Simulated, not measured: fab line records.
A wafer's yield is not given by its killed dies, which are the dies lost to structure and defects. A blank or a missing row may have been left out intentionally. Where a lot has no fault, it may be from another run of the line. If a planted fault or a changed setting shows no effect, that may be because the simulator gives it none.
fab line records	flow sky130
record lots=15	wafers=45	last_day=51
route steps=708 shown VIA3@589 CAP2M@606 METAL4@634
lots that met no fault: taken from a fault-free run of the same line
start_h: start of the lot's first displayed wafer, in hours after the record's first day	wait_h: hours from the lot's prior step to this one	" same as the row above	L1.1+2: several wafers, shown together as one row	- no value, or no start given	* or withheld: withheld	< > ~ a bound
route shown NAME@n: names a module that has steps shown in the file, with the first one's number in the route	usual: the fault-free wafers' mean and standard deviation	same: alike in all rows	chamber/n: place in a boat	sites: the reading at each site	_std_site: their standard deviation	_edge_site: outer sites' mean less inner sites'	radius_mm: how far each site lies from the wafer's centre	mask NAME#n: copy n	behind: the tool/chamber that last shaped the wafer	hold: reason for holding the lot/hours on hold/outcome of the hold	device: the n, p or np transistor that did not switch	end of line: tests of these same wafers at the route's end	a step with no rows: only its recipe	killed: not the wafer's yield, but the dies lost to structure and defects at the first sort	map: a wafer's dies, marking killed ones x, the rest . and places with no die _
set.NAME: the setting as run; set.NAME@STEP: as run at that earlier step	model.NAME: the simulator's own value behind a step, which no gauge read
route steps across a sampled set of lots; one table per step, one row per wafer
services: when a tool's chamber went out of use (start_h, in hours from the record's first day, below 0 if earlier), for how many hours, and the reason
## steps
# step SKY_VIA3_STRIP_16
# recipe chemistry=O2/N2	power_w=1400	pressure_mtorr=1500	platen_temp_c=withheld	o2_flow_sccm=3000	n2_flow_sccm=300	overash_fraction=0.5
# usual chamber_pressure_mTorr=1499.9/1.4	drypump_motor_current_A=5.9/0.51	oes_product_au=0.401/0.0041	strip_time_to_endpoint_s=4.120/0.025
lot.wafer	tool	chamber	start_h	wait_h	chamber_pressure_mTorr	drypump_motor_current_A	oes_product_au	rf_hours_counter_h	strip_time_to_endpoint_s
L228.2	plasma_asher-04	0	963.39	0.0	1503.8	6.5	0.403	19	4.151
L228.3	"	0	"	"	1501.0	6.5	0.398	-	4.125
L228.4	"	1	"	"	1498.7	6.3	0.401	-	4.170
L229.3	plasma_asher-01	0	965.82	0.1	1499.0	5.1	0.397	-	4.107
L229.4	"	1	"	"	1499.5	5.6	0.402	-	4.121
L229.6	"	0	"	"	1500.7	5.1	0.390	-	4.116
L231.1	plasma_asher-02	0	976.68	0.0	1500.3	5.5	0.400	53	4.148
L231.2	"	1	"	"	1498.5	5.9	0.408	53	4.097
L231.3	"	1	"	"	1500.2	5.9	0.403	-	4.091
L230.2	plasma_asher-02	1	980.22	0.0	1503.1	5.9	0.396	53	4.106
L230.5	"	0	"	"	1498.8	5.5	0.402	-	4.112
L230.6	"	1	"	"	1497.4	5.9	0.398	-	4.103
L234.3	plasma_asher-01	0	1002.03	0.1	1499.9	5.1	0.399	-	4.106
L234.4	"	1	"	"	1501.2	5.6	0.399	-	4.101
L234.6	"	0	"	"	1500.5	5.1	0.398	-	4.140
L235.1	plasma_asher-02	1	1005.13	0.0	1501.1	5.9	0.394	56	4.093
L235.4	"	1	"	"	1498.2	5.9	0.397	-	4.114
L235.6	"	0	"	"	1499.3	5.4	0.397	-	4.075
L236.1	plasma_asher-04	1	1008.92	0.0	1499.1	6.3	0.401	23	4.118
L236.2	"	0	"	"	1501.9	6.5	0.398	23	4.067
L236.6	"	1	"	"	1500.8	6.3	0.406	-	4.100
L237.1	plasma_asher-04	0	1018.33	0.0	1499.7	6.5	0.400	24	4.157
L237.2	"	1	"	"	1498.9	6.3	0.405	24	4.159
L237.6	"	0	"	"	1500.4	6.5	0.402	-	4.130
L238.2	plasma_asher-01	1	1023.59	0.0	1503.4	5.6	0.406	91	4.095
L238.3	"	1	"	"	1501.0	5.6	0.401	-	4.099
L238.4	"	0	"	"	1499.7	5.1	0.403	-	4.132
L240.4	plasma_asher-04	1	1039.25	0.1	1499.2	6.3	0.400	-	4.120
L240.5	"	0	"	"	1500.9	6.5	0.392	-	4.093
L240.6	"	1	"	"	1500.7	6.3	0.395	-	4.111
L241.1	plasma_asher-02	0	1044.43	0.0	1499.3	5.5	0.404	59	4.111
L241.4	"	0	"	"	1499.6	5.5	0.399	-	4.097
L241.5	"	0	"	"	1500.0	5.5	0.406	-	4.122
L242.1	plasma_asher-02	1	1050.94	0.0	1497.5	5.9	0.407	60	4.156
L242.3	"	1	"	"	1497.8	6.0	0.396	-	4.105
L242.4	"	0	"	"	1500.1	5.5	0.400	-	4.132
L243.1	plasma_asher-02	0	1056.48	0.0	1498.6	5.4	0.405	60	4.141
L243.5	"	0	"	"	1499.2	5.5	0.412	-	4.171
L243.6	"	1	"	"	1499.4	5.9	0.400	-	4.126
L246.1	plasma_asher-01	0	1070.83	0.0	1497.3	5.1	0.404	96	4.140
L246.2	"	1	"	"	1497.9	5.6	0.396	96	4.129
L246.6	"	0	"	"	1498.1	5.1	0.403	-	4.131
L251.1	plasma_asher-04	1	1092.64	0.0	1498.0	6.3	0.399	32	4.145
L251.2	"	0	"	"	1501.1	6.5	0.405	32	4.106
L251.4	"	0	"	"	1499.4	6.5	0.403	-	4.157
# step SKY_CAP2M_RS_MEAS_03
# recipe thk_meas_gauge=four-point-probe	reads=TiN_of_CAP2M_SPUTTER_02
# usual CAP2M_TIN_RS=6.88/0.076
lot.wafer	tool	chamber	start_h	wait_h	CAP2M_TIN_RS[ohm/sq]
L228.2	film_metro-02	-	965.03	0.1	6.81
L228.3	"	-	"	"	6.78
L228.4	"	-	"	"	6.83
L229.3	film_metro-02	-	967.43	0.1	6.85
L229.4	"	-	"	"	6.95
L229.6	"	-	"	"	6.88
L231.1	film_metro-01	-	978.38	0.1	6.92
L231.2	"	-	"	"	6.75
L231.3	"	-	"	"	6.79
L230.2	film_metro-01	-	981.92	0.1	6.91
L230.5	"	-	"	"	6.95
L230.6	"	-	"	"	6.95
L234.3	film_metro-02	-	1003.64	0.1	6.96
L234.4	"	-	"	"	6.91
L234.6	"	-	"	"	6.89
L235.1	film_metro-02	-	1006.74	0.1	6.95
L235.4	"	-	"	"	6.85
L235.6	"	-	"	"	6.98
L236.1	film_metro-02	-	1010.58	0.1	6.95
L236.2	"	-	"	"	6.95
L236.6	"	-	"	"	6.90
L237.1	film_metro-01	-	1019.94	0.1	6.95
L237.2	"	-	"	"	6.87
L237.6	"	-	"	"	6.88
L238.2	film_metro-01	-	1025.23	0.1	7.01
L238.3	"	-	"	"	7.01
L238.4	"	-	"	"	7.10
L240.4	film_metro-02	-	1040.88	0.1	6.85
L240.5	"	-	"	"	6.85
L240.6	"	-	"	"	6.92
L241.1	film_metro-04	-	1046.03	0.1	6.92
L241.4	"	-	"	"	6.89
L241.5	"	-	"	"	6.93
L242.1	film_metro-04	-	1052.56	0.1	6.98
L242.3	"	-	"	"	6.99
L242.4	"	-	"	"	6.92
L243.1	film_metro-01	-	1058.25	0.1	6.93
L243.5	"	-	"	"	7.01
L243.6	"	-	"	"	6.98
L246.1	film_metro-04	-	1072.44	0.1	6.81
L246.2	"	-	"	"	6.86
L246.6	"	-	"	"	6.85
L251.1	film_metro-04	-	1094.24	0.1	6.76
L251.2	"	-	"	"	6.78
L251.4	"	-	"	"	6.80
# step SKY_METAL4_METAL_ETCH_18
# recipe target_depth_a=8450	stop_on=SiO2	over_etch_frac=0.3	time_s=183.1	chemistry=Cl2/BCl3	resist_sidewall_deg=88	pressure_mtorr=10	icp_w=900	bias_w=48.5	Cl2_flow_sccm=60	bcl3_flow_sccm=30
# usual drypump_motor_current_A=5.4/0.43	oes_product_au=0.863/0.0056	throttle_valve_pct=22.265/0.0082
lot.wafer	tool	chamber	start_h	wait_h	drypump_motor_current_A	oes_product_au	rf_hours_counter_h	throttle_valve_pct
L228.2	rie_metal-03	1	1010.79	0.0	4.9	0.863	6	22.262
L228.3	"	0	"	"	5.4	0.862	-	22.267
L228.4	"	1	"	"	5.0	0.868	-	22.259
L229.3	rie_metal-02	0	1013.64	0.1	4.9	0.858	-	22.284
L229.4	"	1	"	"	6.1	0.873	-	22.263
L229.6	"	1	"	"	6.1	0.861	-	22.266
L231.1	rie_metal-02	0	1022.18	0.0	4.9	0.864	6	22.259
L231.2	"	1	"	"	6.1	0.863	4	22.269
L231.3	"	0	"	"	4.9	0.865	-	22.261
L230.2	rie_metal-02	0	1024.89	0.0	4.9	0.857	7	22.260
L230.5	"	1	"	"	6.1	0.855	-	22.264
L230.6	"	0	"	"	4.9	0.866	-	22.259
L234.3	rie_metal-02	1	1043.75	0.1	6.1	0.875	-	22.265
L234.4	"	0	"	"	4.9	0.865	-	22.276
L234.6	"	1	"	"	6.1	0.866	-	22.261
L235.1	rie_metal-04	1	1045.79	0.0	5.8	0.864	9	22.263
L235.4	"	1	"	"	5.8	0.863	-	22.267
L235.6	"	1	"	"	5.8	0.870	-	22.269
L236.1	rie_metal-03	1	1052.04	0.0	4.9	0.876	9	22.263
L236.2	"	0	"	"	5.3	0.869	11	22.262
L236.6	"	0	"	"	5.3	0.864	-	22.263
L237.1	rie_metal-04	1	1062.03	0.0	5.8	0.861	10	22.263
L237.2	"	0	"	"	5.2	0.869	13	22.263
L237.6	"	1	"	"	5.8	0.868	-	22.265
L238.2	rie_metal-02	1	1068.44	0.0	6.1	0.864	8	22.252
L238.3	"	0	"	"	5.0	0.852	-	22.265
L238.4	"	1	"	"	6.1	0.860	-	22.266
L240.4	rie_metal-03	0	1087.79	0.1	5.4	0.865	-	22.282
L240.5	"	1	"	"	4.9	0.867	-	22.255
L240.6	"	0	"	"	5.3	0.859	-	22.270
L241.1	rie_metal-03	1	1091.88	0.0	5.0	0.873	12	22.265
L241.4	"	1	"	"	5.0	0.857	-	22.270
L241.5	"	0	"	"	5.3	0.865	-	22.285
L242.1	rie_metal-04	0	1096.78	0.0	5.2	0.867	15	22.260
L242.3	"	1	"	"	5.8	0.867	-	22.268
L242.4	"	0	"	"	5.2	0.867	-	22.262
L243.1	rie_metal-04	1	1102.23	0.0	5.8	0.858	13	22.260
L243.5	"	0	"	"	5.2	0.861	-	22.254
L243.6	"	1	"	"	5.8	0.863	-	22.263
L246.1	rie_metal-02	0	1115.23	0.0	4.9	0.856	14	22.271
L246.2	"	1	"	"	6.1	0.871	11	22.265
L246.6	"	0	"	"	4.9	0.862	-	22.266
L251.1	rie_metal-04	1	1135.14	0.0	5.8	0.858	16	22.276
L251.2	"	0	"	"	5.2	0.852	18	22.250
L251.4	"	0	"	"	5.2	0.860	-	22.252
# step SKY_METAL4_STRIP_19
# recipe chemistry=O2/N2	power_w=1400	pressure_mtorr=1500	platen_temp_c=withheld	o2_flow_sccm=3000	n2_flow_sccm=300	overash_fraction=0.5
# usual chamber_pressure_mTorr=1500/4.2	drypump_motor_current_A=6.1/0.56	oes_product_au=0.502/0.0054	strip_time_to_endpoint_s=6.53/0.071
lot.wafer	tool	chamber	start_h	wait_h	chamber_pressure_mTorr	drypump_motor_current_A	oes_product_au	rf_hours_counter_h	strip_time_to_endpoint_s
L228.2	plasma_asher-03	1	1010.97	0.1	1502	6.8	0.504	121	6.62
L228.3	"	1	"	"	1500	6.8	0.504	-	6.53
L228.4	"	0	"	"	1502	5.9	0.498	-	6.53
L229.3	plasma_asher-03	1	1013.79	0.1	1501	6.8	0.495	-	6.49
L229.4	"	0	"	"	1498	5.9	0.500	-	6.65
L229.6	"	0	"	"	1498	5.9	0.504	-	6.62
L231.1	plasma_asher-03	1	1022.36	0.1	1500	6.8	0.507	122	6.48
L231.2	"	0	"	"	1501	5.9	0.507	122	6.66
L231.3	"	0	"	"	1501	5.9	0.498	-	6.44
L230.2	plasma_asher-01	0	1025.07	0.1	1500	5.1	0.499	91	6.48
L230.5	"	0	"	"	1498	5.1	0.503	-	6.58
L230.6	"	1	"	"	1502	5.6	0.495	-	6.42
L234.3	plasma_asher-04	1	1043.90	0.1	1500	6.3	0.498	-	6.55
L234.4	"	0	"	"	1499	6.5	0.501	-	6.51
L234.6	"	0	"	"	1498	6.5	0.492	-	6.50
L235.1	plasma_asher-01	1	1045.97	0.1	1499	5.6	0.499	93	6.47
L235.4	"	1	"	"	1501	5.6	0.495	-	6.43
L235.6	"	0	"	"	1500	5.1	0.510	-	6.53
L236.1	plasma_asher-04	1	1052.22	0.1	1502	6.3	0.507	27	6.47
L236.2	"	0	"	"	1501	6.5	0.493	27	6.41
L236.6	"	1	"	"	1502	6.3	0.503	-	6.47
L237.1	plasma_asher-01	1	1062.21	0.1	1497	5.6	0.508	94	6.55
L237.2	"	0	"	"	1501	5.1	0.502	94	6.59
L237.6	"	1	"	"	1501	5.6	0.491	-	6.56
L238.2	plasma_asher-03	1	1068.62	0.1	1501	6.8	0.509	1	6.59
L238.3	"	1	"	"	1501	6.8	0.510	-	6.48
L238.4	"	0	"	"	1499	5.9	0.510	-	6.54
L240.4	plasma_asher-04	1	1087.94	0.1	1498	6.3	0.499	-	6.54
L240.5	"	0	"	"	1500	6.5	0.504	-	6.59
L240.6	"	1	"	"	1500	6.3	0.498	-	6.46
L241.1	plasma_asher-01	1	1092.06	0.1	-	-	-	-	-
L241.4	"	1	"	"	-	-	-	-	-
L241.5	"	1	"	"	-	-	-	-	-
L242.1	plasma_asher-01	1	1096.96	0.1	-	-	-	-	-
L242.3	"	1	"	"	-	-	-	-	-
L242.4	"	0	"	"	-	-	-	-	-
L243.1	plasma_asher-04	0	1102.41	0.1	-	-	-	-	-
L243.5	"	0	"	"	-	-	-	-	-
L243.6	"	1	"	"	-	-	-	-	-
L246.1	plasma_asher-04	0	1115.41	0.1	1499	6.5	0.499	34	6.49
L246.2	"	1	"	"	1502	6.3	0.507	34	6.65
L246.6	"	1	"	"	1498	6.4	0.502	-	6.52
L251.1	plasma_asher-04	0	1135.32	0.1	1500	6.5	0.493	36	6.58
L251.2	"	1	"	"	1497	6.3	0.499	36	6.50
L251.4	"	0	"	"	1500	6.5	0.503	-	6.45
## services
tool	chamber	start_h	hours	kind
rie_metal-04	-	944.86	0.6	repair
plasma_asher-04	-	949.84	7.5	repair
plasma_asher-02	-	986.59	2.8	pm
rie_metal-02	-	989.58	2.2	repair
plasma_asher-04	-	994.23	6.3	repair
plasma_asher-02	-	1049.89	0.4	repair
plasma_asher-03	-	1055.25	9.0	pm
plasma_asher-03	0	1055.25	9.4	vent_cycle
plasma_asher-03	1	1055.25	9.4	vent_cycle
plasma_asher-03	-	1060.51	4.1	repair
rie_metal-03	-	1061.44	1.4	pm
plasma_asher-03	0	1064.25	-	clean
plasma_asher-03	1	1064.25	-	clean
plasma_asher-02	-	1065.85	1.3	repair
plasma_asher-02	-	1067.16	6.9	repair
rie_metal-02	-	1106.79	1.4	pm
## key
first_sign step=SKY_METAL4_STRIP_19	reading=tool_record	direction=missing
effect none on later readings
met_at SKY_METAL4_STRIP_19
struck_lots L241,L242,L243
later_rows_left_out L241.1,L241.4,L241.5,L242.1,L242.3,L242.4,L243.1,L243.5,L243.6
sort_left_out L241.1,L241.4,L241.5,L242.1,L242.3,L242.4,L243.1,L243.5,L243.6
not_acting_at SKY_VIA3_STRIP_16,SKY_CAP2M_RS_MEAS_03,SKY_METAL4_METAL_ETCH_18
onset_between 1087.94 1092.06
fault kind=skipped_step_whole	tool=plasma_asher-01,plasma_asher-04	chamber=-	onset_h=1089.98	steps=SKY_METAL4_STRIP_19	scope=struck_lots_only
# sort_left_out: the simulated sort isn't trusted on such a fault, so these wafers' sort isn't shown, and their yield isn't known
# later_rows_left_out: the simulator's readings of these wafers behind a module that went badly wrong aren't trusted and aren't shown, but for the sort
